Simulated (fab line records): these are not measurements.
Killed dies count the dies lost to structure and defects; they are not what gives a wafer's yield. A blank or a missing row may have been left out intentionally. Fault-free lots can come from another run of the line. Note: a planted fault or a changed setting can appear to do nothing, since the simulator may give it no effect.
fab line records    flow sky130
[record] lots = 10  wafers = 30  lastDay = 50
route steps=708 shown NWELL@81 VT_ADJUST_LVTN@117 POLY_GATE@230 PAD_OPEN@708
lots that met no fault: from a run of the same line without faults
startH: the number of hours between the record's first day and the start of the first shown wafer of the lot    waitH: hours elapsed since this lot's preceding step    " as in the row above    L1.1+2: one row covering several wafers at once    - either no value or no given start    * or withheld: withheld    < > ~ a bound
route shown NAME@n: names a module that has steps shown in the file, with the first one's number in the route    usual: mean and standard deviation over wafers with no fault    same: alike in all rows    chamber/n: place in a boat    sites: each site's reading    _std_site: the values' standard deviation    _edge_site: outer sites' mean less inner sites'    radiusMm: how far each site lies from the wafer's centre    mask NAME#n: copy n    behind: the tool/chamber that last shaped the wafer    hold: cause of the lot's hold/its duration in hours/its outcome    device: the n, p or np transistor that did not switch    end of line: tests run on the same wafers once the route is complete    where a step has no rows: the recipe by itself    killed: at the first sort, the dies lost to defects and structure; wafer yield is something else    map: a wafer's dies, marking killed ones x, the rest . and places with no die _
set.NAME: the setting that was run; set.NAME@STEP: the one run at that earlier step    model.NAME: the simulator's own value behind a step, which no gauge read
route steps across a sampled set of lots; one table per step, one row per wafer
services: when a tool's chamber went out of use (startH, in hours from the record's first day, below 0 if earlier), for how many hours, and the reason
[[steps]]
[step SKY_NWELL_RTA_28]
[recipe] tempC = 1050  timeS = 30  idleTempC = 650  rampUpCPerS = 150  rampDownCPerS = 90  ambient = N2
[usual] chamberO2Ppm = 2.009/0.022  lampPowerPct = 25.30/0.053  wafer_temp_C_max = 1054.7/0.89
[same] timeS = 30
lot.wafer  tool          chamber  startH  waitH  chamberO2Ppm  lampPowerPct  wafer_temp_C_max
L308.3     rtpAnneal-02  0        106.69  0.0    2.001         25.41         1056.6
L308.4     "             0        "       "      1.991         25.38         1054.3
L308.6     "             0        "       "      1.988         25.34         1055.6
L309.1     rtpAnneal-01  0        114.00  0.0    1.975         25.32         1056.0
L309.5     "             0        "       "      1.962         25.20         1056.3
L309.6     "             0        "       "      2.016         25.22         1055.9
L310.2     rtpAnneal-01  0        118.23  0.0    1.995         25.28         1053.8
L310.3     "             0        "       "      1.985         25.36         1055.3
L310.4     "             0        "       "      1.983         25.30         1055.2
L311.2     rtpAnneal-02  0        124.37  0.0    2.015         25.25         1054.0
L311.3     "             0        "       "      2.015         25.41         1055.0
L311.5     "             0        "       "      1.999         25.29         1053.9
L313.2     rtpAnneal-02  0        145.13  0.0    2.037         25.37         1054.3
L313.3     "             0        "       "      2.001         25.27         1054.2
L313.6     "             0        "       "      2.006         25.32         1054.1
L320.4     rtpAnneal-02  0        183.53  0.1    2.027         25.26         1055.3
L320.5     "             0        "       "      2.041         25.34         1053.7
L320.6     "             0        "       "      1.995         25.33         1053.7
L322.1     rtpAnneal-01  0        197.12  0.0    2.027         25.33         1054.4
L322.3     "             0        "       "      2.002         25.38         1054.8
L322.6     "             0        "       "      2.005         25.32         1053.6
L323.2     rtpAnneal-01  0        201.55  0.0    2.053         25.27         1053.9
L323.4     "             0        "       "      1.984         25.26         1054.5
L323.5     "             0        "       "      1.998         25.23         1054.4
L324.1     rtpAnneal-01  0        210.68  0.0    1.986         25.35         1054.0
L324.3     "             0        "       "      2.002         25.39         1054.4
L324.4     "             0        "       "      2.034         25.26         1054.3
L330.2     rtpAnneal-01  0        245.49  0.0    2.009         25.31         1055.5
L330.3     "             0        "       "      2.011         25.26         1054.3
L330.5     "             0        "       "      1.998         25.30         1054.1
[step SKY_VT_ADJUST_LVTN_STRIP_20]
[recipe] chemistry = O2/N2  powerW = 1400  pressureMtorr = 1500  platenTempC = withheld  o2FlowSccm = 3000  n2FlowSccm = 300  overashFraction = 0.5
[usual] drypumpMotorCurrentA = 6.1/0.47  oesProductAu = 0.715/0.0045  stripTimeToEndpointS = 14.18/0.041
[same] overashFraction = 0.5
lot.wafer  tool            chamber  startH  waitH  drypumpMotorCurrentA  oesProductAu  rfHoursCounterH  stripTimeToEndpointS
L308.3     plasmaAsher-04  0        163.18  0.1    5.6                   0.714         -                14.21
L308.4     "               1        "       "      6.0                   0.713         -                14.20
L308.6     "               1        "       "      6.0                   0.712         -                14.24
L309.1     plasmaAsher-02  1        172.64  0.1    6.5                   0.714         51               14.15
L309.5     "               1        "       "      6.4                   0.718         -                14.13
L309.6     "               0        "       "      6.6                   0.720         -                14.18
L310.2     plasmaAsher-01  1        176.50  0.1    6.6                   0.713         34               14.19
L310.3     "               1        "       "      6.6                   0.713         -                14.22
L310.4     "               0        "       "      5.4                   0.720         -                14.20
L311.2     plasmaAsher-04  1        183.59  0.1    6.0                   0.716         7                14.19
L311.3     "               0        "       "      5.6                   0.711         -                14.18
L311.5     "               1        "       "      6.0                   0.711         -                14.17
L313.2     plasmaAsher-02  1        207.20  0.1    6.4                   0.717         55               14.20
L313.3     "               0        "       "      6.6                   0.712         -                14.23
L313.6     "               0        "       "      6.6                   0.713         -                14.13
L320.4     plasmaAsher-02  0        249.98  0.1    6.7                   0.717         -                14.15
L320.5     "               1        "       "      6.4                   0.716         -                14.12
L320.6     "               0        "       "      6.6                   0.713         -                14.16
L322.1     plasmaAsher-02  0        266.19  0.1    6.6                   0.721         60               14.28
L322.3     "               0        "       "      6.6                   0.718         -                14.28
L322.6     "               0        "       "      6.6                   0.725         -                14.23
L323.2     plasmaAsher-01  1        270.99  0.1    6.6                   0.715         44               14.24
L323.4     "               0        "       "      5.4                   0.714         -                14.18
L323.5     "               1        "       "      6.6                   0.715         -                14.22
L324.1     plasmaAsher-01  1        281.21  0.1    6.6                   0.711         45               14.19
L324.3     "               0        "       "      5.4                   0.714         -                14.16
L324.4     "               1        "       "      6.6                   0.718         -                14.18
L330.2     plasmaAsher-02  1        319.06  0.1    6.5                   0.710         65               14.22
L330.3     "               1        "       "      6.4                   0.715         -                14.16
L330.5     "               1        "       "      6.5                   0.711         -                14.19
[step SKY_POLY_GATE_ETCH_16]
[recipe] stopOn = poly-Si  chemistry = CH3F/O2  target = Si3N4  sourceW = 400  biasW = 80  pressureMtorr = 25  ch3fFlowSccm = 40  O2_flow_sccm = 30  timeS = 147.5  targetDepthA = 750
[usual] O2_flow_sccm = 29.99/0.096  biasW = 80.00/0.25  drypumpMotorCurrentA = 5.7/0.51  oesProductAu = 0.642/0.0046  rfFwdPowerW = 398.2/1.3  throttleValvePct = 10.535/0.0088
[same] timeS = 147.5
lot.wafer  tool        chamber  startH  waitH  O2_flow_sccm  biasW  drypumpMotorCurrentA  oesProductAu  rfFwdPowerW  rfHoursCounterH  throttleValvePct
L308.3     rieDiel-03  2        371.79  0.0    29.99         80.11  6.6                   0.640         397.2        15               10.529
L308.4     "           1        "       "      29.83         80.08  5.8                   0.643         400.9        13               10.526
L308.6     "           2        "       "      30.00         80.32  6.6                   0.646         397.3        -                10.545
L309.1     rieDiel-02  0        384.36  0.0    30.15         79.99  5.5                   0.646         396.3        6                10.532
L309.5     "           2        "       "      29.98         79.96  5.3                   0.649         397.9        -                10.533
L309.6     "           3        "       "      30.13         79.81  5.7                   0.638         397.6        -                10.547
L310.2     rieDiel-02  2        393.46  0.0    29.85         79.82  5.3                   0.643         398.1        10               10.536
L310.3     "           3        "       "      30.07         79.96  5.7                   0.641         398.6        15               10.536
L310.4     "           1        "       "      29.94         79.93  5.9                   0.646         398.5        10               10.529
L311.2     rieDiel-03  0        395.73  0.0    29.89         80.07  5.8                   0.636         397.0        97               10.546
L311.3     "           2        "       "      29.95         79.64  6.6                   0.641         396.4        15               10.545
L311.5     "           0        "       "      29.92         79.93  5.8                   0.633         397.3        -                10.539
L313.2     rieDiel-03  1        430.20  0.0    29.84         80.13  5.8                   0.642         399.1        14               10.535
L313.3     "           3        "       "      30.06         80.25  5.3                   0.644         397.3        8                10.536
L313.6     "           2        "       "      29.99         80.12  6.6                   0.646         397.9        -                10.524
L320.4     rieDiel-03  2        487.65  0.0    30.02         79.73  6.6                   0.634         398.4        -                10.522
L320.5     "           3        "       "      30.24         79.95  5.4                   0.640         397.9        -                10.525
L320.6     "           1        "       "      29.99         80.09  5.8                   0.631         396.1        -                10.527
L322.1     rieDiel-01  3        506.90  0.0    30.03         79.42  5.6                   0.638         399.3        10               10.542
L322.3     "           0        "       "      29.91         80.50  4.9                   0.634         397.5        12               10.527
L322.6     "           2        "       "      30.07         79.96  6.4                   0.637         399.6        -                10.543
L323.2     rieDiel-01  3        511.09  0.0    30.13         79.86  5.6                   0.641         399.5        11               10.537
L323.4     "           0        "       "      30.03         80.08  4.9                   0.647         397.1        12               10.533
L323.5     "           1        "       "      30.23         80.06  6.2                   0.636         398.3        -                10.536
L324.1     rieDiel-01  3        524.85  0.0    29.99         80.21  5.6                   0.643         400.0        11               10.540
L324.3     "           2        "       "      29.95         80.07  6.4                   0.636         399.9        16               10.526
L324.4     "           2        "       "      30.16         79.62  6.4                   0.643         400.6        -                10.546
L330.2     rieDiel-01  3        569.85  0.0    29.90         81.07  5.6                   0.639         398.8        12               10.549
L330.3     "           2        "       "      29.97         79.67  6.4                   0.641         399.4        17               10.537
L330.5     "           3        "       "      29.83         80.44  5.6                   0.641         399.6        -                10.540
[step SKY_POLY_GATE_ETCH_17]
[recipe] targetDepthNm = 180  stopOn = SiO2  overEtchFrac = 0.56667  chemistry = HBr/Cl2  target = poly-Si  icpW = 400  biasW = 100  pressureMtorr = 10  HBr_flow_sccm = 150  Cl2_flow_sccm = 50  timeS = 70.5
[usual] HBr_flow_sccm = 149.9/0.43  biasW = 100.00/0.29  drypumpMotorCurrentA = 5.79/0.22  oesProductAu = 0.986/0.0066  rfFwdPowerW = 396.8/1.6  throttleValvePct = 33.684/0.0092  timeS = 70.5/0
lot.wafer  tool      chamber  startH  waitH  HBr_flow_sccm  biasW   drypumpMotorCurrentA  oesProductAu  rfFwdPowerW  rfHoursCounterH  throttleValvePct  timeS
L308.3     rieSi-01  2        371.89  0.0    149.6          100.28  5.73                  0.990         399.1        49               33.674            70.5
L308.4     "         0        "       "      149.7          100.04  5.95                  0.987         398.6        5                33.679            70.5
L308.6     "         1        "       "      149.5          100.46  5.89                  1.005         399.0        -                33.681            70.5
L309.1     rieSi-01  1        384.46  0.0    149.9          100.15  5.85                  0.982         398.8        2                33.671            70.5
L309.5     "         3        "       "      150.1          99.75   6.09                  0.993         398.2        -                33.674            70.5
L309.6     "         2        "       "      150.7          99.96   5.73                  0.981         396.1        -                33.690            70.5
L310.2     rieSi-02  0        393.56  0.0    149.5          100.01  5.89                  0.971         394.3        78               33.689            70.5
L310.3     "         1        "       "      149.8          100.49  5.78                  0.982         396.1        21               33.663            70.5
L310.4     "         3        "       "      149.8          100.15  5.44                  0.977         395.1        3                33.693            70.5
L311.2     rieSi-01  2        395.83  0.0    149.9          99.97   5.71                  0.983         395.5        49               33.695            70.5
L311.3     "         3        "       "      149.6          99.61   6.13                  0.982         399.1        5                33.700            70.5
L311.5     "         3        "       "      150.0          99.90   6.14                  0.994         398.2        -                33.679            70.5
L313.2     rieSi-02  1        430.30  0.0    150.1          99.07   5.73                  0.993         397.4        22               33.672            70.5
L313.3     "         0        "       "      150.3          99.74   5.91                  0.986         393.3        0                33.689            70.5
L313.6     "         0        "       "      149.4          99.68   5.93                  0.973         395.0        -                33.679            70.5
L320.4     rieSi-01  3        487.70  0.0    150.8          99.82   6.10                  0.983         397.1        6                33.674            70.5
L320.5     "         0        "       "      149.5          99.78   5.95                  0.981         397.6        -                33.692            70.5
L320.6     "         1        "       "      150.0          100.12  5.86                  0.988         398.0        -                33.690            70.5
L322.1     rieSi-01  2        507.00  0.0    -              -       -                     -             -            -                -                 -
L322.3     "         0        "       "      -              -       -                     -             -            -                -                 -
L322.6     "         2        "       "      -              -       -                     -             -            -                -                 -
L323.2     rieSi-02  2        511.19  0.0    -              -       -                     -             -            -                -                 -
L323.4     "         1        "       "      -              -       -                     -             -            -                -                 -
L323.5     "         2        "       "      -              -       -                     -             -            -                -                 -
L324.1     rieSi-01  3        524.95  0.0    -              -       -                     -             -            -                -                 -
L324.3     "         0        "       "      -              -       -                     -             -            -                -                 -
L324.4     "         0        "       "      -              -       -                     -             -            -                -                 -
L330.2     rieSi-01  1        569.95  0.0    150.0          99.78   5.90                  0.996         394.7        3                33.690            70.5
L330.3     "         0        "       "      149.0          99.93   5.97                  0.998         398.5        6                33.689            70.5
L330.5     "         3        "       "      150.0          99.79   6.10                  1.001         398.3        -                33.677            70.5
[step SKY_POLY_GATE_STRIP_18]
[recipe] chemistry = O2/N2  powerW = 1400  pressureMtorr = 1500  platenTempC = withheld  o2FlowSccm = 3000  n2FlowSccm = 300  overashFraction = 0.5
[usual] drypumpMotorCurrentA = 6.1/0.38  oesProductAu = 0.362/0.0045  stripTimeToEndpointS = 3.178/0.03
[same] overashFraction = 0.5
lot.wafer  tool            chamber  startH  waitH  drypumpMotorCurrentA  oesProductAu  rfHoursCounterH  stripTimeToEndpointS
L308.3     plasmaAsher-03  1        371.98  0.1    6.4                   0.355         -                3.207
L308.4     "               0        "       "      6.0                   0.363         -                3.173
L308.6     "               1        "       "      6.4                   0.350         -                3.188
L309.1     plasmaAsher-04  0        384.51  0.0    5.6                   0.366         28               3.215
L309.5     "               0        "       "      5.6                   0.371         -                3.178
L309.6     "               1        "       "      6.0                   0.363         -                3.200
L310.2     plasmaAsher-02  0        393.61  0.0    6.6                   0.370         71               3.198
L310.3     "               1        "       "      6.4                   0.363         -                3.176
L310.4     "               0        "       "      6.6                   0.364         -                3.185
L311.2     plasmaAsher-04  0        395.88  0.0    5.6                   0.358         29               3.216
L311.3     "               1        "       "      6.0                   0.363         -                3.196
L311.5     "               0        "       "      5.6                   0.365         -                3.214
L313.2     plasmaAsher-02  0        430.35  0.0    6.6                   0.358         75               3.133
L313.3     "               1        "       "      6.4                   0.364         -                3.199
L313.6     "               0        "       "      6.6                   0.367         -                3.210
L320.4     plasmaAsher-02  1        487.79  0.1    6.4                   0.361         -                3.187
L320.5     "               1        "       "      6.4                   0.354         -                3.199
L320.6     "               0        "       "      6.6                   0.368         -                3.154
L322.1     plasmaAsher-03  0        507.05  0.0    5.9                   0.406         8                4.156
L322.3     "               1        "       "      6.4                   0.403         -                4.184
L322.6     "               0        "       "      5.9                   0.396         -                4.152
L323.2     plasmaAsher-02  0        511.25  0.0    6.6                   0.399         82               4.188
L323.4     "               1        "       "      6.5                   0.401         -                4.225
L323.5     "               1        "       "      6.5                   0.406         -                4.184
L324.1     plasmaAsher-03  1        525.00  0.0    6.4                   0.406         9                4.179
L324.3     "               1        "       "      6.4                   0.409         -                4.224
L324.4     "               0        "       "      5.9                   0.406         -                4.191
L330.2     plasmaAsher-02  0        570.00  0.0    6.6                   0.366         89               3.172
L330.3     "               1        "       "      6.4                   0.366         -                3.201
L330.5     "               1        "       "      6.4                   0.360         -                3.177
[step SKY_PAD_OPEN_PROBE_99]
[usual] killed_at_M0_to_M3 = 42/6.9  killed_at_M4_up = 3.2/1.7  killedAtContacts = 23/5.5  killedAtFrontEnd = 16/4  killedAtOther = 0.4/0.55  killedDies = 85/9.2  killedOnRim = 16/3.5  killedOpen = 46/6.8  killedShort = 38/6.2
[same] grossDies = 492  killedAtBackSide = 0
lot.wafer  tool       chamber  startH   waitH  killed_at_M0_to_M3  killed_at_M4_up  killedAtContacts  killedAtFrontEnd  killedAtOther  killedDies  killedOnRim  killedOpen  killedShort
L308.3     prober-01  -        1071.91  0.2    48                  4                32                22                0              106         17           53          53
L308.4     prober-01  -        1071.96  0.2    50                  2                25                17                0              94          20           42          52
L308.6     prober-01  -        1072.06  0.2    49                  6                25                9                 0              89          14           51          38
L309.1     prober-02  -        1083.38  0.1    34                  2                18                9                 0              63          12           32          31
L309.5     prober-02  -        1083.58  0.2    44                  4                25                18                1              92          16           46          45
L309.6     prober-02  -        1083.63  0.2    30                  3                19                16                2              70          15           36          34
L320.4     prober-01  -        1152.51  0.2    36                  5                18                18                0              77          10           41          36
L320.5     prober-01  -        1152.56  0.2    27                  2                28                14                1              72          14           38          33
L320.6     prober-01  -        1152.61  0.2    46                  6                27                10                0              89          13           52          37
L322.1     prober-01  -        1163.31  0.1    36                  5                17                434               0              492         96           39          39
L322.3     prober-01  -        1163.41  0.2    31                  5                20                436               0              492         96           37          30
L322.6     prober-01  -        1163.56  0.2    34                  6                22                429               1              492         96           40          42
L323.2     prober-02  -        1171.16  0.1    42                  7                22                420               1              492         96           44          34
L323.4     prober-02  -        1171.26  0.2    43                  5                27                417               0              492         96           53          39
L323.5     prober-02  -        1171.31  0.2    46                  2                27                417               0              492         96           54          35
L324.1     prober-01  -        1171.46  0.1    47                  2                22                421               0              492         96           47          37
L324.3     prober-01  -        1171.56  0.2    42                  3                23                424               0              492         96           46          34
L324.4     prober-01  -        1171.61  0.2    51                  4                12                425               0              492         96           38          41
// killed by level:class
L308.3 VIA1:geometricParticle:short=12 LI_CONTACT:geometricParticle:open=11 CONTACT:geometricParticle:open=10 VIA1:geometricParticle:open=9 FIELD_ISO:geometricParticle:short=8 VIA3:geometricParticle:open=7 VIA2:geometricParticle:open=6 POLY_GATE:geometricParticle:short=5
L308.4 VIA1:geometricParticle:open=12 METAL1:geometricParticle:short=9 METAL2:geometricParticle:short=8 LOCAL_INTERCONNECT:geometricParticle:short=6 VIA2:geometricParticle:open=6 POLY_GATE:geometricParticle:short=5 LI_CONTACT:geometricParticle:short=5 CONTACT:geometricParticle:short=5
L308.6 VIA1:geometricParticle:open=13 VIA2:geometricParticle:open=11 CONTACT:geometricParticle:open=9 CONTACT:geometricParticle:short=5 LI_CONTACT:geometricParticle:open=4 VIA1:geometricParticle:short=4 LOCAL_INTERCONNECT:geometricParticle:short=4 METAL4:geometricParticle:short=4
L309.1 CONTACT:geometricParticle:open=9 VIA2:geometricParticle:open=7 VIA1:geometricParticle:open=5 LOCAL_INTERCONNECT:geometricParticle:short=4 METAL2:geometricParticle:short=4 VIA3:geometricParticle:open=4 FIELD_ISO:geometricParticle:short=3 CONTACT:geometricParticle:short=3
L309.5 LI_CONTACT:geometricParticle:open=9 VIA1:geometricParticle:open=8 METAL1:geometricParticle:short=7 CONTACT:geometricParticle:open=6 VIA2:geometricParticle:open=6 VIA1:geometricParticle:short=5 METAL2:geometricParticle:short=5 VIA3:geometricParticle:open=5
L309.6 CONTACT:geometricParticle:open=8 VIA1:geometricParticle:open=6 LI_CONTACT:geometricParticle:open=5 VIA2:geometricParticle:open=5 FIELD_ISO:geometricParticle:short=4 POLY_GATE:geometricParticle:short=4 METAL1:geometricParticle:short=4 METAL3:geometricParticle:short=4
L320.4 VIA3:geometricParticle:open=12 VIA1:geometricParticle:open=7 POLY_GATE:geometricParticle:short=6 POLY_GATE:geometricParticle:open=5 CONTACT:geometricParticle:open=5 VIA2:geometricParticle:open=5 CONTACT:geometricParticle:short=4 METAL4:geometricParticle:short=4
L320.5 LI_CONTACT:geometricParticle:open=10 VIA3:geometricParticle:open=7 CONTACT:geometricParticle:open=6 VIA1:geometricParticle:short=5 FIELD_ISO:geometricParticle:short=4 LOCAL_INTERCONNECT:geometricParticle:short=4 CONTACT:geometricParticle:short=4 FIELD_ISO:geometricParticle:open=3
L320.6 VIA1:geometricParticle:open=11 CONTACT:geometricParticle:open=8 VIA2:geometricParticle:open=7 VIA3:geometricParticle:open=7 CONTACT:geometricParticle:short=6 LI_CONTACT:geometricParticle:open=5 METAL2:geometricParticle:short=5 VIA3:geometricParticle:short=5
L322.1 POLY_GATE:areaEtch=414 METAL2:geometricParticle:short=8 FIELD_ISO:geometricParticle:short=7 VIA3:geometricParticle:open=7 VIA2:geometricParticle:open=7 VIA1:geometricParticle:open=7 CONTACT:geometricParticle:open=6 CONTACT:geometricParticle:short=5
L322.3 POLY_GATE:areaEtch=425 LI_CONTACT:geometricParticle:open=8 VIA2:geometricParticle:open=6 VIA3:geometricParticle:short=6 FIELD_ISO:geometricParticle:open=5 CONTACT:geometricParticle:open=5 VIA3:geometricParticle:open=5 LOCAL_INTERCONNECT:geometricParticle:short=4
L322.6 POLY_GATE:areaEtch=410 FIELD_ISO:geometricParticle:open=8 CONTACT:geometricParticle:open=6 METAL2:geometricParticle:short=6 FIELD_ISO:geometricParticle:short=5 LI_CONTACT:geometricParticle:open=5 CONTACT:geometricParticle:short=5 METAL1:geometricParticle:short=4
L323.2 POLY_GATE:areaEtch=412 VIA1:geometricParticle:open=14 LI_CONTACT:geometricParticle:open=7 CONTACT:geometricParticle:open=7 VIA2:geometricParticle:open=6 VIA1:geometricParticle:short=5 CONTACT:geometricParticle:short=4 METAL2:geometricParticle:short=4
L323.4 POLY_GATE:areaEtch=399 VIA1:geometricParticle:open=13 CONTACT:geometricParticle:open=10 VIA2:geometricParticle:open=8 LI_CONTACT:geometricParticle:open=6 FIELD_ISO:geometricParticle:open=5 POLY_GATE:geometricParticle:short=5 CONTACT:geometricParticle:short=5
L323.5 POLY_GATE:areaEtch=402 VIA1:geometricParticle:open=12 VIA3:geometricParticle:open=11 LI_CONTACT:geometricParticle:open=11 LOCAL_INTERCONNECT:geometricParticle:short=5 CONTACT:geometricParticle:open=5 VIA1:geometricParticle:short=5 FIELD_ISO:geometricParticle:short=4
L324.1 POLY_GATE:areaEtch=408 VIA1:geometricParticle:open=16 CONTACT:geometricParticle:open=7 VIA1:geometricParticle:short=6 VIA2:geometricParticle:open=6 LI_CONTACT:geometricParticle:open=5 CONTACT:geometricParticle:short=5 METAL2:geometricParticle:short=5
L324.3 POLY_GATE:areaEtch=411 VIA1:geometricParticle:open=15 CONTACT:geometricParticle:open=9 CONTACT:geometricParticle:short=8 VIA3:geometricParticle:open=8 POLY_GATE:geometricParticle:short=5 METAL2:geometricParticle:short=4 VIA1:geometricParticle:short=4
L324.4 POLY_GATE:areaEtch=413 VIA1:geometricParticle:open=9 CONTACT:geometricParticle:open=7 VIA3:geometricParticle:open=7 VIA1:geometricParticle:short=6 VIA2:geometricParticle:open=6 METAL3:geometricParticle:short=6 POLY_GATE:geometricParticle:short=5
[[services]]
tool            chamber  startH  hours  kind
rieDiel-03      -        93.15   2.8    pm
plasmaAsher-04  -        108.75  9.0    pm
rieDiel-01      1        110.62  12.5   repair
rieSi-01        2        121.89  14.8   repair
rieSi-01        3        147.16  7.3    repair
plasmaAsher-02  -        161.53  2.2    repair
rieDiel-01      2        178.05  21.5   repair
rieSi-01        1        211.34  1.9    repair
plasmaAsher-02  -        229.49  5.3    pm
plasmaAsher-04  -        231.31  0.7    repair
rieSi-01        0        231.41  10.9   repair
rieSi-01        3        258.40  6.7    repair
rieDiel-01      0        264.66  9.8    repair
rtpAnneal-01    -        279.10  1.2    pm
rieDiel-03      2        299.25  4.0    repair
plasmaAsher-04  -        305.14  1.0    repair
plasmaAsher-02  -        335.44  14.6   pm
rieSi-01        -        360.53  0.1    repair
plasmaAsher-02  -        458.54  0.5    repair
rtpAnneal-01    -        461.18  5.7    pm
rieSi-01        3        472.43  5.0    repair
plasmaAsher-02  -        477.86  2.8    pm
rieSi-01        3        482.94  2.1    repair
rieSi-01        2        516.33  3.8    repair
[[key]]
[firstSign] step = SKY_POLY_GATE_ETCH_17  reading = toolRecord  direction = missing
[effect] step = SKY_POLY_GATE_STRIP_18  reading = stripTimeToEndpointS  direction = up  sigmas = 34  usual = *  struck = *
[effect] step = SKY_PAD_OPEN_PROBE_99  reading = killedAtFrontEnd  direction = up  sigmas = 99+  usual = 16  struck = 425
[moreKillsBornAt] SKY_POLY_GATE_ETCH_17@rieSi-01 = 2481  SKY_POLY_GATE_ETCH_17@rieSi-02 = 1213
metAt SKY_POLY_GATE_ETCH_17
struckLots L322,L323,L324
laterRowsLeftOut L322.1,L322.3,L322.6,L323.2,L323.4,L323.5,L324.1,L324.3,L324.4
testerLeftOut L322,L323,L324
notActingAt SKY_NWELL_RTA_28,SKY_VT_ADJUST_LVTN_STRIP_20,SKY_POLY_GATE_ETCH_16
onsetBetween 487.70 507.00
[fault] kind = skippedStepWhole  tool = rieSi-01,rieSi-02  chamber = -  onsetH = 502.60  steps = SKY_POLY_GATE_ETCH_17  scope = struckLotsOnly
// testerLeftOut: of these lots the tester's yield and bins aren't shown, on N5 and GAA mostly nor the transistor test; their killed dies are dies lost to structure and defects alone, not to doping, threshold or leakage, so they don't give the yield
// laterRowsLeftOut: the simulator's readings of these wafers behind a module that went badly wrong aren't trusted and aren't shown, but for the sort
